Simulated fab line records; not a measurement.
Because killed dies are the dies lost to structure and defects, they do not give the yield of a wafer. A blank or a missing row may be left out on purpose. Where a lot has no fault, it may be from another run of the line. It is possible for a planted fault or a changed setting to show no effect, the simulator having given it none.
Code-filled problem report in 8D (eight disciplines) form ; flow gf180mcu ; the parts of the form that need people (team, actions taken, sign-off) are left out

1. THE PROBLEM
Across 6 wafers from 2 lots, HV_LDD_RS at GF_HV_LDD_RS_MEAS_53 averages 406.9 ohm/sq, while fault-free wafers read 418.5 ohm/sq with a standard deviation of 0.99. That is -12 standard deviations from the usual mean.
The step: measures by four-point-probe.
First seen on wafer L504.1, day 17 06:17, on filmMetro-04. Wafers with a number at this step in the record: 39, from 13 lots. Rule for "out" (also "out of limits"): further than 4 standard deviations from the usual mean. Any other wafer with a number is counted as sound.

2. WHAT IT IS, WHAT IT ISN'T
question;is;is not
which readings at this step;HV_LDD_RS;-
which lots;L504, L505;L490, L491, L492, L493, L494, L495, L496, L497, L510, L511, L512
which wafers of those lots;all that have a number;-
read on which gauges;filmMetro-03, filmMetro-04;filmMetro-02
when;from day 17 06:17;"up to then (24 sound wafers); but 9 sound wafers of L510, L511, L512 came after"

3. WHAT RULES OUT EACH SUSPECT
Counting: a tool at a process step up to the reading stays a suspect if it ran every lot that is out and no sound lot after the first of them.
- ruled out: the gauge at GF_HV_LDD_RS_MEAS_53. Those wafers that are out were read across 2 gauges (filmMetro-03, filmMetro-04).
- implanter-04 at GF_HV_LDD_IMPLANT_33: kept. It ran every lot that is out, first L504 (day 16 06:45), and no sound lot after that; its last sound lot up to then is L497 (day 13 21:23). Out on those wafers are its own readings of beamEnergyKeV.
Left after counting: implanter-04 at GF_HV_LDD_IMPLANT_33.

4. THE CAUSE (what the simulator had put in)
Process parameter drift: implanter-04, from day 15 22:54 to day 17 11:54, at GF_HV_LDD_IMPLANT_33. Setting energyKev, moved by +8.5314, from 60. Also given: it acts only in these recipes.
Counting left only this tool.

5. THE CHAIN OF EFFECTS, in route order
Each row: a reading whose mean over the struck wafers that have a number lies more than 3 standard deviations from the usual. Scope: only readings with a usual standard deviation given in the record; hours: median across lots of the time from each lot's start at the first step in this table that gives one to its start at this step; sigmas: change in usual standard deviations.
hours;step;reading;usual;on struck wafers;change;sigmas
0;GF_HV_LDD_IMPLANT_33;beamEnergyKeV;60.006;68.533;+8.527;+99 or more
24;GF_HV_LDD_RS_MEAS_53;HV_LDD_RS;418.5 ohm/sq;406.9;-11.6;-12
Process steps it contains:
- GF_HV_LDD_IMPLANT_33
Later measuring or inspecting steps at which every struck wafer that the step has a row for has a number for every such reading, and none has moved that far: GF_HV_LDD_THK_MEAS_57.

6. WHAT WOULD HAVE CAUGHT IT SOONER
Counted from the fault's start at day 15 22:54, it took 31 hours until the first out-of-limits reading at a measuring or inspecting step in this record, taken at day 17 06:17.
At GF_HV_LDD_IMPLANT_33, the tool's own readings (beamEnergyKeV) were out on each struck wafer the step has a row for, so an alarm limit on them would have fired on the first such wafer.
The start of GF_HV_LDD_IMPLANT_33 on implanter-04 came by day 17 06:17 for every one of the lots that are out (2). A hold on the tool at that time would have spared none of them.
